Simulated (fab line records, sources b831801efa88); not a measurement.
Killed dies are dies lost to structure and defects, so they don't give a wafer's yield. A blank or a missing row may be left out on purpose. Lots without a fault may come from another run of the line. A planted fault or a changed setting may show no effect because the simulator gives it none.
A struck lot beside a sound one | flow sky130 | 16 steps out of a route of 708
Sound: wafers L307.1, L307.4, L307.6. Struck: wafer L299.3. (L299.2, L299.4 of the same lot were not struck and are left out.) The cause comes at the end.
At each step with rows: each side's tool, then ch and its chambers, then its first start. Under that, the readings that differ: sound wafers | struck wafers | difference of the means | sigmas: that difference in standard deviations of wafers without a fault.
alike: readings whose means differ by less than 2 such deviations, and words and numbers that are the same on both sides. not compared: withheld readings, readings that some wafer has no value for, bounds like >300 that may hide the same value, and numbers for which the record gives no deviation and whose values overlap.
The two part at a step that has a row with sigmas, a row that says differs or no value, or rows on one side only. Numbers that don't overlap but have no deviation are shown without sigmas and don't part them. A reading that every wafer of one side lacks parts them only if that side has two wafers or more.

SKY_SD_N_OVL_MEAS_08:
  sound on overlay-01, day 33 16:04; struck on overlay-01, day 30 23:16
  alike: SD_N_OVL
then, 2 steps without rows for these wafers: SKY_SD_N_IMPLANT_09; SKY_SD_N_IMPLANT_10.
SKY_SD_N_STRIP_11: strips in O2/N2.
  sound on plasma_asher-02 ch 0,1, day 33 16:25; struck on plasma_asher-04 ch 1, day 30 23:36
  reading                     | sound       | struck | difference | sigmas
  drypump_motor_current_A (A) | 6.1 6.1 5.7 | 4.9    | -1.1       | -3
  alike: o2_flow_sccm, oes_product_au, strip_time_to_endpoint_s
  not compared: rf_hours_counter_h
SKY_SD_N_TW_MEAS_12:
  sound on film_metro-01, day 33 16:31; struck on film_metro-02, day 30 23:43
  alike: SD_N_TW
then, 1 step without rows for these wafers: SKY_SD_N_CLEAN_13 (cleans in SC1/SC2, time 150 s).
SKY_SD_N_RTA_14: time 2 s.
  sound on rtp_anneal-02 ch 0, day 33 16:37; struck on rtp_anneal-02 ch 0, day 30 23:49
  reading          | sound                | struck | difference | sigmas
  wafer_temp_C_max | 1077.1 1077.1 1077.0 | 1081.1 | +4.0       | +3
  alike: anneal_temp_c_max, lamp_power_pct
SKY_SD_N_RS_MEAS_16: measures by four-point-probe.
  sound on film_metro-02, day 33 16:48; struck on film_metro-04, day 31 00:01
  alike: SD_N_RS
SKY_SD_N_RS_MEAS_17: measures by four-point-probe.
  sound on film_metro-02, day 33 16:55; struck on film_metro-04, day 31 00:08
  reading          | sound             | struck | difference | sigmas
  SD_P_RS (ohm/sq) | 146.7 146.0 146.0 | 147.2  | +1.0       | +2
SKY_SD_N_RS_MEAS_18: measures by four-point-probe.
  sound on film_metro-02, day 33 17:02; struck on film_metro-04, day 31 00:15
  alike: RES_XHIGH_RS
then, 1 step without rows for these wafers: SKY_SALICIDE_CLEAN_00 (cleans in HF-last, time 30 s).
SKY_LI_CONTACT_HDPCVD_00: deposits PSG, target thk 930 nm, time 155 s.
  sound on hdpcvd-01 ch 0,2, day 33 17:10; struck on hdpcvd-01 ch 2, day 31 00:22
  reading                                       | sound             | struck | difference | sigmas
  sih4_flow_sccm (sccm)                         | 59.96 59.96 60.20 | 71.94  | +11.90     | +70
  model.PSG_of_LI_CONTACT_HDPCVD_00.thk_nm (nm) | 923 919.6 922.8   | 1120   | +198       |
SKY_LI_CONTACT_THK_MEAS_01:
  sound on film_metro-01, day 33 17:17; struck on film_metro-01, day 31 00:29
  reading                    | sound       | struck | difference | sigmas
  LI_CONTACT_HDPCVD_THK (nm) | 923 920 923 | 1121   | +199       | +22
SKY_LI_CONTACT_CMP_02: polishes PSG.
  sound on cmp-02 ch 0,2,3, day 33 17:23; struck on cmp-01 ch 1, day 31 00:32
  reading                | sound          | struck | difference | sigmas
  time_to_endpoint_s (s) | 33.7 31.0 31.2 | 51.6   | +19.6      | +9
  alike: motor_current_A, retaining_ring_pressure_frac
SKY_LI_CONTACT_BOW_MEAS_03:
  sound on film_metro-01, day 33 17:38; struck on film_metro-04, day 31 00:51
  alike: LI_CONTACT_BOW
then, 1 step without rows for these wafers: SKY_PAD_OPEN_PROBE_99.

WHERE THEY PART
First at SKY_SD_N_STRIP_11; last, within this record, at SKY_LI_CONTACT_CMP_02. Later steps at which nothing parts them and some readings are alike: SKY_LI_CONTACT_BOW_MEAS_03.

WHY: what the simulator had put in
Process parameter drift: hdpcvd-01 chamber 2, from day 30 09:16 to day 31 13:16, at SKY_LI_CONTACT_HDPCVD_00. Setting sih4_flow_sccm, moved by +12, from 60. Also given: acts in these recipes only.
